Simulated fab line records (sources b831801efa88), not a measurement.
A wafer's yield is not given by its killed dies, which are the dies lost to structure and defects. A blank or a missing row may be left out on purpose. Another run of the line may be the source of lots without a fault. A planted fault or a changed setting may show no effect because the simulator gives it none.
Chamber matching ; flow sky130 ; 4 sister chambers for SKY_VIA2_ETCH_14 on rie diel-03
The step etches BARC in N2/H2, stops on SiO2, time 45.9 s, target depth 60 nm. 4 wafers are shown with their chamber, then 8 later ones without.

## EACH WAFER AND ITS CHAMBER
wafer;chamber;drypump motor current A (A)
L087.5;1;5.2
L089.1;0;5.7
L089.2;3;6.2
L090.2;2;5.8

## WAFERS MISSING THEIR CHAMBER
wafer;drypump motor current A (A)
L090.4;5.7
L090.6;5.8
L093.1;5.6
L093.2;5.8
L093.3;5.2
L094.2;5.8
L094.4;5.1
L094.5;5.6

## THE CHAMBER EACH PASSED THROUGH
wafer;from the rows above;in truth
L090.4;can't be placed: 0 or 2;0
L090.6;can't be placed: 2 or 0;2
L093.1;can't be placed: 0 or 2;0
L093.2;can't be placed: 2 or 0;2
L093.3;1;1
L094.2;can't be placed: 2 or 0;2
L094.4;1;1
L094.5;can't be placed: 0 or 2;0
Correct placement for 2 of the 8. Unplaceable from these rows: 6, with the true chamber sitting among the candidates in 6. 0 placed wrongly.
How it was worked out, from the rows above alone: a wafer's distance from a chamber is the root of the sum, over the readings, of the square of ((its reading less the chamber's mean) divided by the reading's scatter). The wafer belongs to the nearest chamber; if the next one is less than 2 further off, it can't be placed. The mean given for a chamber averages the wafers shown for that chamber. The scatter: with one shown wafer a chamber, the root of the mean of the squares of how far each hidden wafer lies from its nearest shown one.
